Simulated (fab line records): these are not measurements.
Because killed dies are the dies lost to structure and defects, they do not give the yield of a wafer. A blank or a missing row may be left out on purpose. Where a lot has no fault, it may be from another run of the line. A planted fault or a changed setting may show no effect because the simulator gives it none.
Chamber matching | flow sky130 | 4 sister chambers for SKY_VIA4_CMP_21 on cmp-02
The step polishes, stops on SiO2, t overpolish 25 s, target thk 0 nm. 14 wafers are shown with their chamber, then 7 later ones without.

## WAFERS PAIRED WITH THEIR CHAMBERS
wafer  | chamber | motor-current-A (A) | time-to-endpoint-s (s) | slurry-flow-ml-min
L560.3 | 2       | 10.2                | 117                    | 149.8
L560.5 | 0       | 11.4                | 127                    | 150.1
L560.6 | 3       | 10.3                | 114                    | 149.5
L562.2 | 2       | 10.2                | 113                    | 150.0
L562.4 | 1       | 12.1                | 117                    | 149.6
L562.6 | 0       | 11.1                | 119                    | 149.6
L568.3 | 1       | 12.9                | 116                    | 149.5
L568.4 | 2       | 10.3                | 110                    | 148.8
L568.6 | 2       | 10.5                | 109                    | 149.0
L569.1 | 3       | 10.3                | 114                    | 150.5
L569.2 | 2       | 10.3                | 113                    | 149.5
L569.4 | 1       | 12.9                | 118                    | 148.7
L575.1 | 2       | 10.7                | 121                    | 150.0
L575.4 | 0       | 12.0                | 124                    | 150.4

SIGNATURES (means of the wafers above)
reading            | chamber 0 | chamber 1 | chamber 2 | chamber 3 | scatter within a chamber
motor-current-A    | 11.500    | 12.633    | 10.367    | 10.300    | 0.322
time-to-endpoint-s | 123.33    | 117.00    | 113.83    | 114.00    | 3.68
slurry-flow-ml-min | 150.033   | 149.267   | 149.517   | 150.000   | 0.514
Rule: distance of a wafer from a chamber = root of the sum over the readings of ((wafer's reading minus chamber's mean) / reading's scatter) squared. If the next closest chamber is less than 2 further off than the closest, the wafer can't be placed; otherwise it belongs to the closest. How the scatter is found: for the shown wafers, subtract from each reading the mean of its chamber, square and add these, divide the total by (wafers less chambers), then take the root.

## WAFERS MISSING THEIR CHAMBER
wafer  | motor-current-A (A) | time-to-endpoint-s (s) | slurry-flow-ml-min
L575.5 | 10.2                | 115                    | 150.2
L581.1 | 12.0                | 121                    | 150.1
L581.3 | 10.4                | 120                    | 149.6
L581.6 | 11.5                | 123                    | 150.2
L582.2 | 11.2                | 123                    | 150.3
L582.3 | 12.6                | 123                    | 149.8
L582.4 | 10.2                | 115                    | 149.7

## EACH ONE'S CHAMBER
wafer  | from the rows above          | in truth
L575.5 | can't be placed: 3 or 2      | 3
L581.1 | can't be placed: 0 or 1      | 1
L581.3 | can't be placed: 2 or 3 or 0 | 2
L581.6 | 0                            | 0
L582.2 | 0                            | 0
L582.3 | can't be placed: 1 or 0      | 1
L582.4 | can't be placed: 2 or 3      | 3
Correctly placed: 2 of 7. Not placeable from these rows: 5 (in 5, the candidates include the true chamber). Placed wrongly: 0.
